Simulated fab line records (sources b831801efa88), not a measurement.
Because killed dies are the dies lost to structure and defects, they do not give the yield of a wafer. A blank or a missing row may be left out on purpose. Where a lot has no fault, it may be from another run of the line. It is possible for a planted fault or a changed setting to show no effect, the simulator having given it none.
Problem report, 8D (eight disciplines) form, completed by code | flow sfq-line | the parts of the form that need people (team, actions taken, sign-off) are left out

1. THE PROBLEM
Wafers without a fault read 0.685 a.u., standard deviation 0.004; oes-product-au at SFQ_TRILAYER_I6_VIA_BARC_OPEN_VIA_ETCH_235 reads a mean of 0.896 a.u. on 6 wafers belonging to 2 lots. That puts it +53 standard deviations away from the usual mean.
The step: etches BARC in O2, target depth 125 nm, time 41.7 s.
The first sign was on wafer L421.1 at day 84 17:02, on rie-diel-04. Wafers with a number at this step in the record: 42, from 14 lots. Rule for "out", or "out of limits": more than 4 standard deviations from the usual mean. The rest of the wafers with a number are treated as sound.

2. WHAT IT IS, WHAT IT ISN'T
question                    | is                           | is not
which readings at this step | oes-product-au, run-length-s | drypump-motor-current-A
which lots                  | L421, L422                   | L402, L403, L405, L407, L408, L409, L410, L411, L414, L423, L424, L425
which wafers of those lots  | all that have a number       | -
read on which tools         | rie-diel-04                  | rie-diel-02, rie-diel-03
when                        | from day 84 17:02            | up to then (27 sound wafers); but 9 sound wafers of L423, L424, L425 came after

3. WHAT RULES OUT EACH SUSPECT
Counting: any tool at a process step up to the reading is kept as a suspect provided that every lot that is out went through it and no sound lot did after the first of them.
- rie-metal-03 at SFQ_TRILAYER_M6_ETCH_METAL_ETCH_162 (etches Nb in Cl2/Ar, stops on SiO2, target depth 240 nm, time 120 s): kept. Every lot that is out went through it, starting with L421 (day 80 07:07), and after that it ran no sound lot; the last sound lot it ran before then is L410 (day 78 05:01).
- rie-diel-04 at SFQ_TRILAYER_I6_VIA_BARC_OPEN_VIA_ETCH_235 (etches BARC in O2, target depth 125 nm, time 41.7 s): kept. Every lot that is out went through it, starting with L421 (day 84 17:02), and after that it ran no sound lot; the last sound lot it ran before then is L411 (day 82 12:14). Its own oes-product-au, run-length-s readings are out on those wafers.
After counting, rie-metal-03 at SFQ_TRILAYER_M6_ETCH_METAL_ETCH_162 and rie-diel-04 at SFQ_TRILAYER_I6_VIA_BARC_OPEN_VIA_ETCH_235 remain.

4. THE CAUSE (what the simulator had put in)
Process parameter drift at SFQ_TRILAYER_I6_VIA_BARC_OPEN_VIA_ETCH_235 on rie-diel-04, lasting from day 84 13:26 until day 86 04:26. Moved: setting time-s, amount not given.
Of the 2 suspects that counting leaves, this tool is one.

5. SEQUENCE OF EFFECTS, ordered by route
Each row: a reading whose mean over the struck wafers that have a number lies more than 3 standard deviations from the usual. Only readings for which the record gives a usual standard deviation are gone through. hours: the time from each lot's start at the first step in this table that gives one to its start at this step, as a median over the lots. sigmas: the change in usual standard deviations.
hours | step                                       | reading        | usual      | on struck wafers | change | sigmas
0     | SFQ_TRILAYER_I6_VIA_BARC_OPEN_VIA_ETCH_235 | oes-product-au | 0.685 a.u. | 0.896            | +0.211 | +53
0     | SFQ_TRILAYER_I6_VIA_BARC_OPEN_VIA_ETCH_235 | run-length-s   | 69.8 s     | 57.8             | -12.0  | -30
The process steps in it:
- SFQ_TRILAYER_I6_VIA_BARC_OPEN_VIA_ETCH_235: etches BARC in O2, target depth 125 nm, time 41.7 s.

6. WHAT WOULD HAVE CAUGHT IT SOONER
4 hours passed between the start of the fault at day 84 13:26 and the first reading out of limits in this record, taken at day 84 17:02.
